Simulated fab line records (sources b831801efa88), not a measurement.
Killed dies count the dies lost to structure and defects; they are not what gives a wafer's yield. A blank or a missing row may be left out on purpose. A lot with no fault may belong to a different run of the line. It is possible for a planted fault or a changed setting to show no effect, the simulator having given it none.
Which tool did it?    flow gf180mcu    11 lots, 33 wafers sampled, at 2 steps of a route of 602

WHAT THE GAUGES READ, wafer by wafer
GF_M3_OVL_MEAS_15.
lot   measured      on          M3_OVL (nm)
L766  day 21 19:25  overlay-02  3 2 7
L768  day 22 04:09  overlay-01  2 3 6
L769  day 22 13:18  overlay-02  2 -3 -8
L772  day 23 09:19  overlay-01  5 3 6
L773  day 23 19:27  overlay-01  -1 0 -6
L778  day 25 04:01  overlay-02  13 3 7
L781  day 26 13:34  overlay-02  1 5 1
L783  day 27 18:32  overlay-02  -8 -4 -5
L784  day 28 04:07  overlay-02  11 16 7
L787  day 28 13:45  overlay-02  -3 -5 -10
L786  day 28 21:52  overlay-02  6 13 0

EACH LOT AND THE TOOL THAT RAN IT (in order: tool; ch and the chambers of the sampled wafers; start)
lot   GF_M3_SPUTTER_00
L766  pvd sputter-03, day 20 19:34
L768  pvd sputter-01, day 21 04:29
L769  pvd sputter-01, day 21 13:32
L772  pvd sputter-02, day 22 10:11
L773  pvd sputter-01, day 22 20:01
L778  pvd sputter-02, day 24 05:49
L781  pvd sputter-01, day 25 16:10
L783  pvd sputter-03, day 26 21:58
L784  pvd sputter-03, day 27 07:49
L787  pvd sputter-01, day 27 17:58
L786  pvd sputter-01, day 28 02:43
- GF_M3_SPUTTER_00: material Ti, target thk 37.5 nm, time 150 s.

THE ANSWER, worked out from the rows above alone
Rule: what is usual is taken from the lots themselves. Put in order of their means at a reading, lots are off if they are a third of the lots or fewer, leave a main group of 4 or more, and stand apart from it by a gap of 3 or more times the standard deviation of the main group's means; of several such gaps the widest counts. Not used: any main group whose means are identical at the precision the tables above print for the reading. A lot without any number at a reading at which 4 lots or more have one is off too. Any other lot the step has rows for is counted as sound.
Across all readings shown, no lot is off: no conclusion can be drawn from this.

WHAT WAS PUT IN BY THE SIMULATOR
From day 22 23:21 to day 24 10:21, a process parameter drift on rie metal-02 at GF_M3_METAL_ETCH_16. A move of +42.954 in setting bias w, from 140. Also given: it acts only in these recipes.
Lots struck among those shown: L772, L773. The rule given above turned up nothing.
